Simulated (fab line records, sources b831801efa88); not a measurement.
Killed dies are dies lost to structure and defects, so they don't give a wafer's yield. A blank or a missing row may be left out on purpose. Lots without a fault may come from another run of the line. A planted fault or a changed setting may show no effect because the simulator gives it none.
Which tool did it? | flow gf180mcu | 11 lots, 33 wafers sampled, at 3 steps of a route of 602

WHAT THE GAUGES READ, wafer by wafer
GF_HV_LDD_THK_MEAS_57. Usual: HV_LDD_CVD_56_THK 90.1 nm, standard deviation 0.98.
lot  | measured     | on            | HV_LDD_CVD_56_THK (nm) | flag
L587 | day 12 19:33 | film_metro-02 | 88.9 89.2 88.5         |
L588 | day 13 10:47 | film_metro-02 | 90.1 90.6 90.0         |
L591 | day 14 06:43 | film_metro-03 | 89.0 88.7 88.9         |
L596 | day 16 00:52 | film_metro-03 | 91.2 90.4 91.6         |
L600 | day 17 11:29 | film_metro-04 | 98.2 98.1 97.6         | OFF
L601 | day 17 13:39 | film_metro-04 | 100.6 100.3 100.2      | OFF
L603 | day 18 08:22 | film_metro-02 | 92.3 92.0 91.9         |
L604 | day 18 12:22 | film_metro-03 | 89.3 89.0 89.6         |
L606 | day 19 10:22 | film_metro-04 | 90.0 91.0 89.8         |
L607 | day 19 22:54 | film_metro-03 | 89.5 89.1 90.2         |
L608 | day 20 01:43 | film_metro-04 | 90.4 89.3 90.1         |

WHICH TOOL RAN EACH LOT (tool, then ch and the chambers of the sampled wafers, then the start)
lot  | GF_STI_ETCH_14                  | GF_HV_LDD_CVD_56
L587 | rie_si-01 ch 0,1,2, day 2 06:37 | lpcvd-02 ch 0, day 12 18:07
L588 | rie_si-01 ch 1,2, day 2 11:56   | lpcvd-01 ch 0, day 13 09:21
L591 | rie_si-02 ch 0,2,3, day 3 04:47 | lpcvd-02 ch 0, day 14 05:17
L596 | rie_si-01 ch 0,1,2, day 4 05:29 | lpcvd-01 ch 0, day 15 23:26
L600 | rie_si-01 ch 0,2,3, day 5 01:44 | lpcvd-02 ch 1, day 17 10:04
L601 | rie_si-01 ch 1,2,3, day 5 08:11 | lpcvd-02 ch 1, day 17 12:13
L603 | rie_si-01 ch 0,1, day 5 17:32   | lpcvd-01 ch 1, day 18 06:56
L604 | rie_si-02 ch 0,3, day 5 22:04   | lpcvd-02 ch 0, day 18 10:56
L606 | rie_si-02 ch 0,1,2, day 6 08:59 | lpcvd-01 ch 1, day 19 08:56
L607 | rie_si-01 ch 0,1,3, day 6 13:47 | lpcvd-01 ch 0, day 19 21:29
L608 | rie_si-01 ch 1,2,3, day 6 20:24 | lpcvd-01 ch 0, day 20 00:16
- GF_STI_ETCH_14: etches Si in HBr/Cl2/O2, target depth 360 nm, time 102.9 s.
- GF_HV_LDD_CVD_56: deposits Si3N4 from DCS/NH3, target thk 90 nm, time 1543 s.

WHAT THE TOOLS THEMSELVES READ (means of the sampled wafers that have a number; where no wafer has one, the mark that the record gives instead)
GF_STI_ETCH_14. Usual: drypump_motor_current_A 5.5 A, standard deviation 0.54; he_backside_leak_sccm 2.61 sccm, standard deviation 0.25; oes_product_au 0.995 a.u., standard deviation 0.015; throttle_valve_pct 25.661 %, standard deviation 0.014.
lot  | tool      | drypump_motor_current_A (A) | he_backside_leak_sccm (sccm) | oes_product_au (a.u.) | throttle_valve_pct (%) | flag
L587 | rie_si-01 | 5.4                         | 2.61                         | 0.990                 | 25.672                 |
L588 | rie_si-01 | 5.2                         | 2.41                         | 0.990                 | 25.658                 |
L591 | rie_si-02 | 5.7                         | 2.70                         | 1.000                 | 25.652                 |
L596 | rie_si-01 | 5.4                         | 2.59                         | 0.987                 | 25.678                 |
L600 | rie_si-01 | 5.4                         | 2.82                         | 0.985                 | 25.669                 |
L601 | rie_si-01 | 5.1                         | 2.60                         | 0.990                 | 25.661                 |
L603 | rie_si-01 | 5.6                         | 2.69                         | 0.994                 | 25.670                 |
L604 | rie_si-02 | 5.3                         | 2.94                         | 1.008                 | 25.658                 |
L606 | rie_si-02 | 6.0                         | 2.62                         | 0.992                 | 25.663                 |
L607 | rie_si-01 | 5.3                         | 2.64                         | 0.993                 | 25.664                 |
L608 | rie_si-01 | 5.1                         | 2.48                         | 0.996                 | 25.657                 |

GF_HV_LDD_CVD_56. Usual: spike_tc_centre_C 770.7 C, standard deviation 1.2; spike_tc_lower_C 769.8 C, standard deviation 1.3; spike_tc_upper_C 770.0 C, standard deviation 1.2; susceptor_temp_C 769.9 C, standard deviation 0.31.
lot  | tool     | spike_tc_centre_C (C) | spike_tc_lower_C (C) | spike_tc_upper_C (C) | susceptor_temp_C (C) | flag
L587 | lpcvd-02 | 771.8                 | 769.3                | 769.8                | 770.1                |
L588 | lpcvd-01 | 769.8                 | 769.0                | 769.3                | 770.0                |
L591 | lpcvd-02 | 770.8                 | 769.7                | 770.3                | 769.8                |
L596 | lpcvd-01 | 769.6                 | 770.3                | 769.0                | 769.5                |
L600 | lpcvd-02 | 777.1                 | 773.9                | 775.2                | 775.0                | OFF
L601 | lpcvd-02 | 777.3                 | 774.2                | 774.6                | 775.0                | OFF
L603 | lpcvd-01 | 769.7                 | 771.4                | 768.1                | 770.0                |
L604 | lpcvd-02 | 771.1                 | 770.3                | 770.3                | 769.7                |
L606 | lpcvd-01 | 770.7                 | 771.6                | 769.2                | 769.5                |
L607 | lpcvd-01 | 770.5                 | 770.6                | 770.4                | 769.9                |
L608 | lpcvd-01 | 770.5                 | 770.9                | 769.3                | 769.7                |

THE ANSWER, worked out from the rows above alone
Rule: a lot is off if the mean of its wafers that have a number lies more than 3 standard deviations from the usual mean. A lot without any number at a reading at which 4 lots or more have one is off too. The other lots that the step has rows for count as sound. The gauges are gone through in route order, then the tools' own readings, and for those a lot's mean is taken as printed above. The first step at which some lot is off is used, and at that step the reading that is off furthest; a lot without a number counts as furthest.
Off: L600, L601, at GF_HV_LDD_THK_MEAS_57 (HV_LDD_CVD_56_THK).
A tool fits if, at a process step before that reading, it ran every lot that is off, and no sound lot after the first of them. The gauges at GF_HV_LDD_THK_MEAS_57 aren't tried: what is off there is off at GF_HV_LDD_CVD_56 too, on other tools, and a gauge's error can't cause that. None of those tried fits.

WHAT THE SIMULATOR HAD PUT IN
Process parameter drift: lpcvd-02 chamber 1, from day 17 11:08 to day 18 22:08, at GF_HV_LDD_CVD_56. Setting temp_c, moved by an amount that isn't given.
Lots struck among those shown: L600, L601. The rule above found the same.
